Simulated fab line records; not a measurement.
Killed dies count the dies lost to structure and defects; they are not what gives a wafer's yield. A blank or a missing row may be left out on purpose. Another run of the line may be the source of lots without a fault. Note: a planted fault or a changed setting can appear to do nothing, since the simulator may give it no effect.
Tool commonality check -- flow gf180mcu -- 45 wafers sampled across 15 lots

== WHY THIS WAS OPENED ==
3 of 15 lots carry a flag on the reading DNWELL_TW at GF_DNWELL_TW_MEAS_09. Wafers without a fault read 1352, standard deviation 12.
Rule: a lot gets a flag if all its wafers with a number sit over 4 standard deviations from that mean, or if no wafer of it has a number. The rest of the lots are taken to be sound.

lot,measured,on,"DNWELL_TW, wafer by wafer",flag
L957,day 2 17:59,film metro-03,1357 1353 1358,
L958,day 2 23:49,film metro-03,1348 1347 1349,
L959,day 3 08:10,film metro-03,31 31 31,FLAGGED
L960,day 3 10:54,film metro-04,31 31 31,FLAGGED
L961,day 3 16:10,film metro-04,31 31 31,FLAGGED
L965,day 4 13:07,film metro-03,1346 1336 1342,
L969,day 5 11:16,film metro-03,1356 1366 1361,
L970,day 5 15:28,film metro-04,1359 1359 1349,
L972,day 6 03:56,film metro-03,1367 1355 1359,
L974,day 6 12:01,film metro-04,1353 1356 1357,
L975,day 6 20:20,film metro-03,1358 1360 1354,
L976,day 7 02:37,film metro-04,1366 1371 1364,
L978,day 7 10:29,film metro-04,1371 1371 1370,
L979,day 7 17:35,film metro-03,1352 1347 1355,
L980,day 8 02:49,film metro-04,1356 1351 1343,
On average the flagged lots read 31, which is -1321 against the usual, or -99 or more standard deviations.

== TOOL THAT RAN EACH LOT ==
The record holds 1 process step before the reading, out of a route of 602 steps. Each cell gives the tool, then ch followed by the chambers the sampled wafers passed through, then the start.
lot,flag,GF_DNWELL_EXPOSE_04
L957,,"iline stepper-02 ch 0, day 2 11:33"
L958,,"iline stepper-01 ch 0, day 2 17:52"
L959,FLAGGED,"iline stepper-01, day 3 01:17"
L960,FLAGGED,"iline stepper-01, day 3 04:28"
L961,FLAGGED,"iline stepper-01, day 3 09:32"
L965,,"iline stepper-01 ch 0, day 4 05:35"
L969,,"iline stepper-02 ch 0, day 5 04:08"
L970,,"iline stepper-02 ch 0, day 5 08:46"
L972,,"iline stepper-02 ch 0, day 5 20:08"
L974,,"iline stepper-01 ch 0, day 6 05:05"
L975,,"iline stepper-01 ch 0, day 6 12:43"
L976,,"iline stepper-01 ch 0, day 6 18:41"
L978,,"iline stepper-02 ch 0, day 7 02:02"
L979,,"iline stepper-02 ch 0, day 7 09:54"
L980,,"iline stepper-02 ch 0, day 7 18:35"
What is done by these steps:
- GF_DNWELL_EXPOSE_04: exposes mask DNWELL, target cd 1700 nm.
- GF_DNWELL_TW_MEAS_09

== FLAGGED OVER TOTAL, TOOL BY TOOL (the gauges that took the reading come last) ==
step,tool,lots run,flagged,share of the flagged lots,sound lots run after its first flagged lot
GF_DNWELL_EXPOSE_04,iline stepper-01,8,3,all,"4 (L965,L974,L975,L976)"
GF_DNWELL_EXPOSE_04,iline stepper-02,7,0,none,-
GF_DNWELL_TW_MEAS_09,film metro-03,8,1,some,"5 (L965,L969,L972,L975,L979)"
GF_DNWELL_TW_MEAS_09,film metro-04,7,2,some,"5 (L970,L974,L976,L978,L980)"

== WHAT IS ALLOWED BY THE TABLE ==
Rows of the table that ran each flagged lot: 1, that is iline stepper-01 at GF_DNWELL_EXPOSE_04.
- iline stepper-01 at GF_DNWELL_EXPOSE_04: 3 of its 8 lots flagged. Lots that were sound ran on it after the first flagged one (L965, L974, L975, L976); a persistent fault on the entire tool would not allow that. On the flagged lots its readings are blank where sound lots have values: exposure dose mJ cm2, focus offset nm, reticle temp C.
There is no row in the table that ran each flagged lot and no sound lot after the first.

== WHAT HAD BEEN PUT IN BY THE SIMULATOR ==
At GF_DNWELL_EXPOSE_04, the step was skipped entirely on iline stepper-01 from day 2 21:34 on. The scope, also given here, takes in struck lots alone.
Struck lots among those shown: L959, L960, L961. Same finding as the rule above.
